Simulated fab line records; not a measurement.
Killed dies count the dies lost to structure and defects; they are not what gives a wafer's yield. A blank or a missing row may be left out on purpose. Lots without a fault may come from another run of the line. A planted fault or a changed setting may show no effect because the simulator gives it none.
One fault seen from 2 desks ; flow gf180mcu ; each desk holds nothing but its own numbers, with what lay behind them at the end

TOOL OWNER'S DESK, lpcvd-01
The tool's own readings at GF_POLY_GATE_CVD_00 (deposits poly-Si, target thk 200 nm, time 1200 s): means of the sampled wafers that have a number, for each lot that ran on this tool. The brackets show how far a lot's mean lies from the usual mean; more than 4 standard deviations puts the lot out of limits, marked OUT.
Columns: A = zonePowerUpperPct at GF_POLY_GATE_CVD_00, usual 8.8 %
lot;first seen here;A
L627;day 10 03:58;8.6
L629;day 10 18:56;9.2
L630;day 11 02:45;8.7
L636;day 12 19:32;8.7
This desk's verdict: no lot among the 4 shows anything out of limits.

AT THE METROLOGY DESK
Means of the sampled wafers that have a number, per lot and without regard to the tool the lot ran on: this is what the gauges read. The brackets show how far a lot's mean lies from the usual mean; more than 4 standard deviations puts the lot out of limits, marked OUT.
Columns: A = STI_OXIDATION_THK at GF_STI_THK_MEAS_02, usual 10.08 nm; B = STI_OXIDATION_02_THK at GF_STI_THK_MEAS_30, usual 9.95 nm; C = POLY_GATE_CVD_00_THK at GF_POLY_GATE_THK_MEAS_01, usual 200.4 nm
lot;first seen here;A;B;C
L621;day 1 11:31;10.21;9.81;200.7
L622;day 1 16:32;10.27;10.34;199.4
L623;day 1 21:32;10.48;10.14;203.0
L624;day 2 02:31;9.80;10.31;197.3
L626;day 2 13:44;9.87;9.69;200.7
L627;day 2 17:52;9.96;10.27;199.2
L628;day 2 23:02;10.16;9.95;202.1
L629;day 3 04:33;10.15;10.44;201.1
L630;day 3 08:58;10.31;10.01;203.3
L634;day 4 04:31;10.17;9.77;200.1
L636;day 4 14:31;9.84;10.00;220.4 (+8.3) OUT
L638;day 5 00:32;9.82;9.86;200.9
L643;day 6 01:31;9.92;9.74;199.3
Per this desk, out of limits: L636; the first was L636, day 12 20:52 (POLY_GATE_CVD_00_THK at GF_POLY_GATE_THK_MEAS_01). In limits: L621, L622, L623, L624, L626, L627, L628, L629, L630, L634, L638, L643.

TAKEN TOGETHER
An alarm was possible from the metrology desk at day 12 20:52, on L636.
Nothing out of limits was seen by the tool owner's desk.
Tool owner's desk: L636 on record, inside its limits.
All the named lots went through GF_POLY_GATE_CVD_00 on lpcvd-01.

WHAT THE SIMULATOR HAD PUT IN
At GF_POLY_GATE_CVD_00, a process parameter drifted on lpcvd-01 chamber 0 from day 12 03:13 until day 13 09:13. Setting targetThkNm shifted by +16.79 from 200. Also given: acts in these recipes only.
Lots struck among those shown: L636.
Delay in hours, fault start to first out-of-limits reading, per desk: metrology desk 18.
